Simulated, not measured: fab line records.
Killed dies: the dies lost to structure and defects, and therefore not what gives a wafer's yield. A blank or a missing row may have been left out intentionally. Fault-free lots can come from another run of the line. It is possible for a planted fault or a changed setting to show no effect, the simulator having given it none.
fab line records -- flow sfq_line
record lots=6, wafers=18, last_day=82
route steps=325 shown I5@235 C5@240 M6@251
lots that met no fault: from a run of the same line without faults
start_h: hours from the record's opening day to when the first of the lot's shown wafers began -- wait_h: hours from the lot's prior step to this one -- " identical to the entry in the row above -- L1.1+2: several wafers, shown together as one row -- - no value present, or no start provided -- * or withheld: withheld -- < > ~ a bound
route shown NAME@n: a module of which the file shows steps, and the number in the route of the first -- usual: mean/standard deviation taken from wafers without a fault -- same: alike in all rows -- chamber/n: place in a boat -- sites: each site's reading -- _std_site: their standard deviation -- _edge_site: outer sites' mean less inner sites' -- radius_mm: for every site, how far away it sits from the centre of the wafer -- mask NAME#n: copy n -- behind: the last tool/chamber to shape the wafer -- hold: why the lot went on hold/how many hours it stayed there/how the hold came to an end -- device: transistor that didn't switch, given as n, p or np -- end of line: tests run on the same wafers once the route is complete -- a step given without rows: its recipe and nothing more -- killed: dies that structure and defects cost at the first sort, which is not the same as the wafer's yield -- map: dies across one wafer; x = killed, . = not, _ = none there
set.NAME: the setting the step ran with; set.NAME@STEP: the setting that earlier step ran with -- model.NAME: the simulator's own value behind a step, which no gauge read
lots at selected steps of the route; one table per step, one row per wafer
services: the hour from which a tool's chamber was out of use, counted from the record's first day as start_h (under 0 if before that day), plus the number of hours and why
## steps
# step SFQ_I5_OVL_MEAS_936
# usual I5_OVL=-1/4.8
lot.wafer,tool,chamber,start_h,wait_h,I5_OVL[nm]
L899.3,overlay-02,-,1455.33,0.1,4
L899.4,overlay-02,-,1455.33,0.1,3
L899.5,overlay-02,-,1455.33,0.1,1
L900.1,overlay-02,-,1457.72,0.1,-1
L900.2,overlay-02,-,1457.72,0.1,-1
L900.3,overlay-02,-,1457.72,0.1,6
L907.2,overlay-01,-,1640.57,0.1,-1
L907.5,overlay-01,-,1640.57,0.1,-2
L907.6,overlay-01,-,1640.57,0.1,5
L908.1,overlay-01,-,1646.57,0.1,5
L908.2,overlay-01,-,1646.57,0.1,5
L908.6,overlay-01,-,1646.57,0.1,4
L914.2,overlay-01,-,1656.17,0.1,-1
L914.3,overlay-01,-,1656.17,0.1,-10
L914.4,overlay-01,-,1656.17,0.1,0
L916.3,overlay-02,-,1696.61,0.1,-8
L916.4,overlay-02,-,1696.61,0.1,-6
L916.6,overlay-02,-,1696.61,0.1,-6
# step SFQ_TRILAYER_I5_BARC_OPEN_VIA_ETCH_200
# recipe mask_material=PR, chemistry=O2, target_depth_nm=125, target=BARC, source_w=500, bias_w=80, pressure_mtorr=30, time_s=41.7
# usual bias_w=80.03/0.26, chamber_pressure_mTorr=30.000/0.026, drypump_motor_current_A=5.8/0.55, oes_product_au=0.686/0.0046, rf_fwd_power_W=494.4/2.5
lot.wafer,tool,chamber,start_h,wait_h,bias_w,chamber_pressure_mTorr,drypump_motor_current_A,oes_product_au,rf_fwd_power_W,rf_hours_counter_h
L899.3,rie_diel-03,0,1455.35,0.0,79.75,30.003,5.1,0.693,496.8,6
L899.4,rie_diel-03,3,1455.35,0.0,80.25,30.014,5.2,0.680,490.2,18
L899.5,rie_diel-03,3,1455.35,0.0,79.83,29.989,5.2,0.691,490.6,-
L900.1,rie_diel-04,0,1457.75,0.0,79.83,29.994,5.6,0.687,494.3,15
L900.2,rie_diel-04,3,1457.75,0.0,79.57,30.011,6.2,0.690,495.5,12
L900.3,rie_diel-04,2,1457.75,0.0,80.07,30.032,5.7,0.688,495.3,18
L907.2,rie_diel-04,3,1640.60,0.0,80.43,30.021,6.2,0.688,496.6,14
L907.5,rie_diel-04,2,1640.60,0.0,79.97,30.055,5.6,0.689,495.1,-
L907.6,rie_diel-04,1,1640.60,0.0,79.86,30.007,6.2,0.683,495.0,-
L908.1,rie_diel-01,2,1646.60,0.0,80.32,29.999,5.7,0.690,492.6,0
L908.2,rie_diel-01,1,1646.60,0.0,79.95,30.002,4.7,0.687,497.3,9
L908.6,rie_diel-01,1,1646.60,0.0,80.02,29.970,4.7,0.691,498.2,-
L914.2,rie_diel-03,3,1656.20,0.0,80.11,30.014,5.2,0.688,491.4,1
L914.3,rie_diel-03,2,1656.20,0.0,79.95,29.974,6.5,0.680,494.3,4
L914.4,rie_diel-03,1,1656.20,0.0,79.87,29.995,6.5,0.685,494.2,16
L916.3,rie_diel-01,1,1696.64,0.0,80.05,30.031,4.7,0.691,495.9,10
L916.4,rie_diel-01,2,1696.64,0.0,80.40,29.970,5.6,0.693,493.9,-
L916.6,rie_diel-01,3,1696.64,0.0,80.13,29.990,6.5,0.687,495.9,-
# step SFQ_TRILAYER_I5_ETCH_VIA_ETCH_147
# recipe stop_on=Nb, mask_material=PR, chemistry=CHF3, target_depth_nm=360, source_w=500, bias_w=80, pressure_mtorr=30, time_s=withheld
# usual bias_w=79.99/0.25, chamber_pressure_mTorr=30.000/0.027, drypump_motor_current_A=5.8/0.55, oes_product_au=0.990/0.0054, rf_fwd_power_W=498.8/1.6
lot.wafer,tool,chamber,start_h,wait_h,bias_w,chamber_pressure_mTorr,drypump_motor_current_A,oes_product_au,rf_fwd_power_W
L899.3,rie_diel-03,0,1455.39,0.0,80.01,30.003,5.1,0.979,499.0
L899.4,rie_diel-03,3,1455.39,0.0,80.21,30.016,5.2,0.989,498.9
L899.5,rie_diel-03,3,1455.39,0.0,80.32,29.999,5.2,0.993,497.8
L900.1,rie_diel-04,0,1457.79,0.0,80.14,29.969,5.5,0.992,497.4
L900.2,rie_diel-04,3,1457.79,0.0,79.70,30.016,6.3,0.982,496.7
L900.3,rie_diel-04,2,1457.79,0.0,80.35,30.018,5.7,0.985,496.9
L907.2,rie_diel-04,3,1640.64,0.0,80.13,29.998,6.2,0.991,499.0
L907.5,rie_diel-04,2,1640.64,0.0,79.99,29.978,5.6,0.987,501.3
L907.6,rie_diel-04,1,1640.64,0.0,79.78,29.970,6.2,0.989,500.3
L908.1,rie_diel-01,2,1646.64,0.0,79.83,29.987,5.6,0.982,497.2
L908.2,rie_diel-01,1,1646.64,0.0,80.17,30.024,4.7,0.991,496.7
L908.6,rie_diel-01,1,1646.64,0.0,80.33,30.017,4.7,0.999,500.4
L914.2,rie_diel-03,3,1656.24,0.0,79.65,30.047,5.2,0.992,498.0
L914.3,rie_diel-03,2,1656.24,0.0,80.10,29.989,6.5,0.999,499.5
L914.4,rie_diel-03,1,1656.24,0.0,80.13,30.026,6.5,0.981,500.3
L916.3,rie_diel-01,1,1696.68,0.0,79.64,29.997,4.7,0.992,500.7
L916.4,rie_diel-01,2,1696.68,0.0,80.32,30.008,5.7,0.984,497.3
L916.6,rie_diel-01,3,1696.68,0.0,80.08,29.981,6.5,0.986,502.5
# step SFQ_TRILAYER_I5_STRIP_STRIP_148
# recipe gas=O2, power_w=200, platen_temp_c=40, overash_fraction=0.65, chemistry=O2, pressure_mtorr=50
# usual chamber_pressure_mTorr=50.00/0.044, drypump_motor_current_A=5.7/0.5, oes_product_au=1.000/0.0066
lot.wafer,tool,chamber,start_h,wait_h,chamber_pressure_mTorr,drypump_motor_current_A,oes_product_au,rf_hours_counter_h
L899.3,rie_metal-03,0,1455.81,-,50.03,6.0,0.999,-
L899.4,rie_metal-03,1,1455.81,-,50.06,5.0,1.007,-
L899.5,rie_metal-03,0,1455.81,-,50.05,6.0,0.999,-
L900.1,rie_metal-03,0,1457.94,-,50.04,6.1,1.014,22
L900.2,rie_metal-03,1,1457.94,-,50.02,5.0,0.993,46
L900.3,rie_metal-03,0,1457.94,-,50.03,6.0,0.997,-
L907.2,rie_metal-03,1,1640.79,-,50.04,5.0,1.005,69
L907.5,rie_metal-03,0,1640.79,-,50.00,6.1,0.994,-
L907.6,rie_metal-03,1,1640.79,-,50.04,5.0,1.004,-
L908.1,rie_metal-02,1,1646.79,-,50.00,5.5,0.989,33
L908.2,rie_metal-02,0,1646.79,-,50.07,6.4,0.994,85
L908.6,rie_metal-02,0,1646.79,-,49.96,6.4,0.991,-
L914.2,rie_metal-01,0,1656.39,-,49.98,6.1,1.010,92
L914.3,rie_metal-01,1,1656.39,-,50.06,5.5,0.993,-
L914.4,rie_metal-01,0,1656.39,-,50.05,6.1,0.995,-
L916.3,rie_metal-02,0,1697.03,-,49.97,6.5,1.000,-
L916.4,rie_metal-02,1,1697.03,-,50.04,5.6,0.993,-
L916.6,rie_metal-02,0,1697.03,-,50.06,6.4,1.000,-
# step SFQ_TRILAYER_I5_STRIP_SOLV_CLEAN_149
# recipe chemistry=NMP, temp_c=70, time_s=600
# step SFQ_TRILAYER_C5_LITHO_COAT_156
# recipe resist=BARC, spin_rpm=3000, resist_thk_nm=62
# step SFQ_TRILAYER_C5_LITHO_COAT_151
# recipe resist=KrF, spin_rpm=3000, resist_thk_nm=650
# step SFQ_TRILAYER_C5_LITHO_SOFTBAKE_155
# recipe temp_c=withheld, time_s=withheld, resist=KrF
# step SFQ_TRILAYER_C5_LITHO_EXPOSE_152
# recipe mask_id=C5, na=0.6, source_shape=conventional, sigma_outer=0.65, target_cd_nm=500, dose_mj=21.3
# step SFQ_TRILAYER_C5_LITHO_PEB_154
# recipe peb_temp_c=115, peb_time_s=60, resist=KrF
# step SFQ_TRILAYER_C5_LITHO_DEVELOP_153
# recipe time_s=60, resist=KrF
# step SFQ_C5_OVL_MEAS_937
# usual C5_OVL=-3/6.2
lot.wafer,tool,chamber,start_h,wait_h,C5_OVL[nm]
L899.3,overlay-02,-,1596.94,0.1,-1
L899.4,overlay-02,-,1596.94,0.1,-13
L899.5,overlay-02,-,1596.94,0.1,-8
L900.1,overlay-02,-,1599.33,0.1,-5
L900.2,overlay-02,-,1599.33,0.1,-6
L900.3,overlay-02,-,1599.33,0.1,-1
L907.2,overlay-01,-,1665.77,0.1,-1
L907.5,overlay-01,-,1665.77,0.1,-1
L907.6,overlay-01,-,1665.77,0.1,-4
L908.1,overlay-01,-,1671.77,0.1,2
L908.2,overlay-01,-,1671.77,0.1,-1
L908.6,overlay-01,-,1671.77,0.1,-3
L914.2,overlay-02,-,1684.61,0.1,-9
L914.3,overlay-02,-,1684.61,0.1,-15
L914.4,overlay-02,-,1684.61,0.1,-14
L916.3,overlay-02,-,1725.21,0.1,-16
L916.4,overlay-02,-,1725.21,0.1,-8
L916.6,overlay-02,-,1725.21,0.1,-4
# step SFQ_TRILAYER_C5_BARC_OPEN_VIA_ETCH_210
# recipe mask_material=PR, chemistry=O2, target_depth_nm=125, target=BARC, source_w=500, bias_w=80, pressure_mtorr=30, time_s=41.7
# usual bias_w=80.01/0.24, chamber_pressure_mTorr=29.999/0.029, drypump_motor_current_A=5.7/0.66, oes_product_au=0.685/0.0049, rf_fwd_power_W=494.5/2.5
lot.wafer,tool,chamber,start_h,wait_h,bias_w,chamber_pressure_mTorr,drypump_motor_current_A,oes_product_au,rf_fwd_power_W,rf_hours_counter_h,model.KrF_of_TRILAYER_C5_LITHO_COAT_151.thk_nm
L899.3,rie_diel-02,3,1596.97,0.0,80.32,29.983,5.8,0.685,494.1,0,580.3
L899.4,rie_diel-02,0,1596.97,0.0,80.00,30.000,6.4,0.686,497.9,16,580.2
L899.5,rie_diel-02,0,1596.97,0.0,79.79,29.977,6.4,0.684,498.1,-,579.3
L900.1,rie_diel-03,1,1599.37,0.0,79.61,30.017,6.5,0.687,491.8,14,575.2
L900.2,rie_diel-03,0,1599.37,0.0,79.81,30.009,5.0,0.694,495.9,7,575.2
L900.3,rie_diel-03,2,1599.37,0.0,79.92,29.995,6.5,0.688,490.4,2,577.3
L907.2,rie_diel-02,0,1665.80,0.0,-,-,-,-,-,-,627.2
L907.5,rie_diel-02,1,1665.80,0.0,-,-,-,-,-,-,626.7
L907.6,rie_diel-02,0,1665.80,0.0,-,-,-,-,-,-,624.9
L908.1,rie_diel-01,2,1671.80,0.0,-,-,-,-,-,-,623.5
L908.2,rie_diel-01,3,1671.80,0.0,-,-,-,-,-,-,623.4
L908.6,rie_diel-01,2,1671.80,0.0,-,-,-,-,-,-,623.4
L914.2,rie_diel-03,0,1684.64,0.0,80.01,29.928,5.1,0.683,497.4,9,576.6
L914.3,rie_diel-03,1,1684.64,0.0,80.01,29.975,6.5,0.685,491.1,17,577
L914.4,rie_diel-03,3,1684.64,0.0,79.84,30.045,5.2,0.680,491.0,2,578.9
L916.3,rie_diel-03,1,1725.24,0.0,80.18,29.985,6.5,0.684,492.3,17,575.4
L916.4,rie_diel-03,3,1725.24,0.0,79.91,30.018,5.2,0.693,489.3,2,573.1
L916.6,rie_diel-03,1,1725.24,0.0,79.69,30.012,6.5,0.687,492.9,-,575
# step SFQ_TRILAYER_C5_ETCH_VIA_ETCH_154
# recipe target=SiO2, mask_material=PR, chemistry=CHF3, target_depth_nm=84, source_w=500, bias_w=80, pressure_mtorr=30, time_s=withheld, stop_on=Nb
# usual bias_w=79.95/0.22, chamber_pressure_mTorr=30.003/0.025, drypump_motor_current_A=5.7/0.66, oes_product_au=0.895/0.0082, rf_fwd_power_W=495.3/2.4
lot.wafer,tool,chamber,start_h,wait_h,bias_w,chamber_pressure_mTorr,drypump_motor_current_A,oes_product_au,rf_fwd_power_W,model.KrF_of_TRILAYER_C5_LITHO_COAT_151.thk_nm
L899.3,rie_diel-02,3,1597.01,0.0,79.68,30.006,5.8,0.895,493.1,566.2
L899.4,rie_diel-02,0,1597.01,0.0,79.92,29.986,6.3,0.895,496.5,565.6
L899.5,rie_diel-02,0,1597.01,0.0,79.96,30.027,6.3,0.906,494.7,564.9
L900.1,rie_diel-03,1,1599.41,0.0,79.66,30.004,6.5,0.892,494.8,560.7
L900.2,rie_diel-03,0,1599.41,0.0,79.94,30.005,5.1,0.901,498.1,561
L900.3,rie_diel-03,2,1599.41,0.0,80.77,29.988,6.5,0.894,493.4,562.8
L907.2,rie_diel-02,0,1665.84,0.0,80.07,30.043,6.4,0.373,497.2,612.6
L907.5,rie_diel-02,1,1665.84,0.0,79.88,30.022,4.8,0.380,493.9,612.3
L907.6,rie_diel-02,0,1665.84,0.0,80.04,30.005,6.4,0.372,494.1,610.4
L908.1,rie_diel-01,2,1671.86,0.0,80.03,29.975,5.7,0.373,495.3,609.2
L908.2,rie_diel-01,3,1671.86,0.0,80.09,30.000,6.5,0.376,496.3,609
L908.6,rie_diel-01,2,1671.86,0.0,80.20,30.006,5.6,0.373,496.9,609.1
L914.2,rie_diel-03,0,1684.68,0.0,79.88,29.962,5.1,0.895,495.0,562.3
L914.3,rie_diel-03,1,1684.68,0.0,79.77,30.015,6.5,0.891,493.8,562.5
L914.4,rie_diel-03,3,1684.68,0.0,80.13,29.984,5.2,0.896,492.8,564.6
L916.3,rie_diel-03,1,1725.28,0.0,80.05,30.004,6.5,0.883,494.3,560.6
L916.4,rie_diel-03,3,1725.28,0.0,80.03,29.986,5.2,0.898,491.0,558.5
L916.6,rie_diel-03,1,1725.28,0.0,80.07,29.989,6.5,0.904,495.1,560.3
# step SFQ_TRILAYER_C5_STRIP_STRIP_155
# recipe gas=O2, power_w=200, platen_temp_c=40, overash_fraction=0.65, chemistry=O2, pressure_mtorr=50
# usual chamber_pressure_mTorr=50.01/0.045, drypump_motor_current_A=5.7/0.48, oes_product_au=1.000/0.0083
lot.wafer,tool,chamber,start_h,wait_h,chamber_pressure_mTorr,drypump_motor_current_A,oes_product_au,rf_hours_counter_h
L899.3,rie_metal-04,1,1597.26,-,50.03,5.0,0.996,-
L899.4,rie_metal-04,0,1597.26,-,50.03,5.2,1.009,-
L899.5,rie_metal-04,1,1597.26,-,50.04,5.0,0.998,-
L900.1,rie_metal-04,0,1599.46,-,49.95,5.3,1.008,91
L900.2,rie_metal-04,1,1599.46,-,50.01,5.0,1.004,11
L900.3,rie_metal-04,1,1599.46,-,50.01,5.0,0.993,-
L907.2,rie_metal-02,1,1665.89,-,50.01,5.6,0.979,36
L907.5,rie_metal-02,1,1665.89,-,50.00,5.6,0.997,-
L907.6,rie_metal-02,0,1665.89,-,49.93,6.4,0.998,-
L908.1,rie_metal-01,1,1671.93,-,49.98,5.5,0.993,43
L908.2,rie_metal-01,0,1671.93,-,50.06,6.1,0.995,95
L908.6,rie_metal-01,1,1671.93,-,49.99,5.5,0.998,-
L914.2,rie_metal-04,0,1684.73,-,50.02,5.2,1.003,104
L914.3,rie_metal-04,0,1684.73,-,50.04,5.2,1.013,-
L914.4,rie_metal-04,1,1684.73,-,50.01,5.0,1.005,-
L916.3,rie_metal-01,0,1725.53,-,49.97,6.1,0.990,-
L916.4,rie_metal-01,1,1725.53,-,50.01,5.5,0.985,-
L916.6,rie_metal-01,1,1725.53,-,50.07,5.5,0.994,-
# step SFQ_TRILAYER_C5_STRIP_SOLV_CLEAN_156
# recipe chemistry=NMP, temp_c=70, time_s=600
# step SFQ_TRILAYER_M6_DEP_PRE_CLEAN_158
# recipe gas=Ar, time_s=22.5, bias_v=250
# step SFQ_TRILAYER_M6_DEP_SPUTTER_157
# recipe material=Nb, base_pressure_pa=1.33e-06, chamber_pressure_pa=0.1333, substrate_temp_c=20, target_thk_nm=200, power_w=2000, time_s=133.3
# usual base_pressure_pa=1.33e-06/8.2e-08, throttle_valve_pct=30.1/0.91
lot.wafer,tool,chamber,start_h,wait_h,base_pressure_pa,throttle_valve_pct
L899.3,pvd_sputter-05,-,1597.88,0.0,1.44e-06,29.3
L899.4,pvd_sputter-05,-,1597.88,0.0,1.25e-06,32.0
L899.5,pvd_sputter-05,-,1597.88,0.0,1.38e-06,30.0
L900.1,pvd_sputter-04,-,1600.28,0.0,1.32e-06,31.0
L900.2,pvd_sputter-04,-,1600.28,0.0,1.47e-06,29.3
L900.3,pvd_sputter-04,-,1600.28,0.0,1.38e-06,30.9
L907.2,pvd_sputter-06,-,1666.69,0.0,1.14e-06,28.7
L907.5,pvd_sputter-06,-,1666.69,0.0,1.27e-06,28.6
L907.6,pvd_sputter-06,-,1666.69,0.0,1.34e-06,30.0
L908.1,pvd_sputter-05,-,1672.74,0.0,1.46e-06,29.5
L908.2,pvd_sputter-05,-,1672.74,0.0,1.37e-06,31.7
L908.6,pvd_sputter-05,-,1672.74,0.0,1.51e-06,29.4
L914.2,pvd_sputter-05,-,1685.53,0.0,1.48e-06,30.0
L914.3,pvd_sputter-05,-,1685.53,0.0,1.38e-06,29.2
L914.4,pvd_sputter-05,-,1685.53,0.0,1.32e-06,29.6
L916.3,pvd_sputter-06,-,1726.13,0.0,1.38e-06,30.0
L916.4,pvd_sputter-06,-,1726.13,0.0,1.21e-06,29.6
L916.6,pvd_sputter-06,-,1726.13,0.0,1.44e-06,31.2
# step SFQ_M6_RS_MEAS_938
# recipe thk_meas_gauge=four-point-probe, reads=Nb_of_TRILAYER_M6_DEP_SPUTTER_157
# usual M6_NB_RS=0.889/0.0093
lot.wafer,tool,chamber,start_h,wait_h,M6_NB_RS[ohm/sq]
L899.3,film_metro-02,-,1598.01,0.1,0.888
L899.4,film_metro-02,-,1598.01,0.1,0.884
L899.5,film_metro-02,-,1598.01,0.1,0.888
L900.1,film_metro-01,-,1600.37,0.0,0.906
L900.2,film_metro-01,-,1600.37,0.0,0.896
L900.3,film_metro-01,-,1600.37,0.0,0.900
L907.2,film_metro-01,-,1666.80,0.1,0.901
L907.5,film_metro-01,-,1666.80,0.1,0.893
L907.6,film_metro-01,-,1666.80,0.1,0.890
L908.1,film_metro-01,-,1672.83,0.0,0.885
L908.2,film_metro-01,-,1672.83,0.0,0.888
L908.6,film_metro-01,-,1672.83,0.0,0.895
L914.2,film_metro-02,-,1685.64,0.1,0.861
L914.3,film_metro-02,-,1685.64,0.1,0.871
L914.4,film_metro-02,-,1685.64,0.1,0.869
L916.3,film_metro-04,-,1726.26,0.1,0.891
L916.4,film_metro-04,-,1726.26,0.1,0.893
L916.6,film_metro-04,-,1726.26,0.1,0.893
# step SFQ_TRILAYER_M6_LITHO_COAT_164
# recipe resist=BARC, spin_rpm=3000, resist_thk_nm=62
# step SFQ_TRILAYER_M6_LITHO_COAT_159
# recipe resist=KrF, spin_rpm=3000, resist_thk_nm=600
# step SFQ_TRILAYER_M6_LITHO_SOFTBAKE_163
# recipe temp_c=withheld, time_s=withheld, resist=KrF
# step SFQ_TRILAYER_M6_LITHO_EXPOSE_160
# recipe mask_id=M6, na=0.6, source_shape=conventional, sigma_outer=0.65, target_cd_nm=500, dose_mj=14.4
# usual exposure_dose_mJ_cm2=14.398/0.017, focus_offset_nm=0.0/0.51
lot.wafer,tool,chamber,start_h,wait_h,mask,exposure_dose_mJ_cm2,focus_offset_nm
L899.3,krf_scanner-01,0,1633.45,-,M6#0,14.412,0.1
L899.4,krf_scanner-01,0,1633.45,-,M6#0,14.396,0.4
L899.5,krf_scanner-01,0,1633.45,-,M6#0,14.378,-0.1
L900.1,krf_scanner-01,0,1636.67,-,M6#0,14.385,0.6
L900.2,krf_scanner-01,0,1636.67,-,M6#0,14.424,1.0
L900.3,krf_scanner-01,0,1636.67,-,M6#0,14.394,0.2
L907.2,krf_scanner-01,-,1694.10,-,M6#0,-,-
L907.5,krf_scanner-01,-,1694.10,-,M6#0,-,-
L907.6,krf_scanner-01,-,1694.10,-,M6#0,-,-
L908.1,krf_scanner-01,-,1702.30,-,M6#0,-,-
L908.2,krf_scanner-01,-,1702.30,-,M6#0,-,-
L908.6,krf_scanner-01,-,1702.30,-,M6#0,-,-
L914.2,krf_scanner-01,0,1715.50,-,M6#0,14.396,-0.2
L914.3,krf_scanner-01,0,1715.50,-,M6#0,14.381,0.6
L914.4,krf_scanner-01,0,1715.50,-,M6#0,14.395,0.2
L916.3,krf_scanner-01,0,1750.49,-,M6#0,14.383,-1.3
L916.4,krf_scanner-01,0,1750.49,-,M6#0,14.413,-0.3
L916.6,krf_scanner-01,0,1750.49,-,M6#0,14.422,-0.4
# step SFQ_TRILAYER_M6_LITHO_PEB_162
# recipe peb_temp_c=115, peb_time_s=60, resist=KrF
## services
tool,chamber,start_h,hours,kind
rie_diel-04,1,1446.55,7.7,repair
rie_diel-01,1,1451.93,2.8,repair
rie_diel-02,1,1474.56,4.7,repair
rie_diel-03,1,1485.58,1.5,repair
rie_diel-01,3,1491.53,1.5,repair
rie_diel-01,2,1496.29,3.1,repair
rie_diel-04,-,1499.06,0.3,repair
krf_scanner-01,-,1506.90,0.3,repair
rie_diel-04,0,1529.37,6.6,repair
rie_diel-02,0,1542.39,7.6,repair
rie_diel-01,2,1544.30,1.2,repair
rie_diel-02,2,1561.13,1.2,repair
krf_scanner-01,-,1563.88,0.6,repair
krf_scanner-01,-,1581.58,1.0,pm
rie_diel-01,3,1583.32,10.3,repair
rie_diel-04,3,1587.93,18.5,repair
krf_scanner-01,-,1590.98,1.3,pm
krf_scanner-01,-,1606.23,4.0,pm
rie_diel-02,-,1616.19,0.7,repair
rie_diel-01,1,1658.92,2.2,repair
rie_diel-01,0,1659.52,23.0,repair
rie_diel-01,1,1671.54,7.3,repair
rie_diel-01,0,1689.57,8.2,repair
krf_scanner-01,-,1711.90,1.0,pm
## key
first_sign step=SFQ_TRILAYER_C5_BARC_OPEN_VIA_ETCH_210, reading=tool_record, direction=missing
effect step=SFQ_TRILAYER_C5_ETCH_VIA_ETCH_154, reading=oes_product_au, direction=down, sigmas=64, usual=0.895, struck=0.374
effect step=SFQ_TRILAYER_M6_LITHO_EXPOSE_160, reading=tool_record, direction=missing
model_effect step=SFQ_TRILAYER_C5_BARC_OPEN_VIA_ETCH_210, value=KrF_of_TRILAYER_C5_LITHO_COAT_151.thk_nm, without=577.2, struck=624.9
model_effect step=SFQ_TRILAYER_C5_ETCH_VIA_ETCH_154, value=KrF_of_TRILAYER_C5_LITHO_COAT_151.thk_nm, without=562.8, struck=610.4
met_at SFQ_TRILAYER_C5_BARC_OPEN_VIA_ETCH_210
struck_wafers L907.2,L907.5,L907.6,L908.1,L908.2,L908.6
onset_between 1596.97 1665.80
fault kind=skipped_step_whole, tool=rie_diel-01,rie_diel-02, chamber=-, onset_h=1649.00, steps=SFQ_TRILAYER_C5_BARC_OPEN_VIA_ETCH_210, scope=struck_lots_only
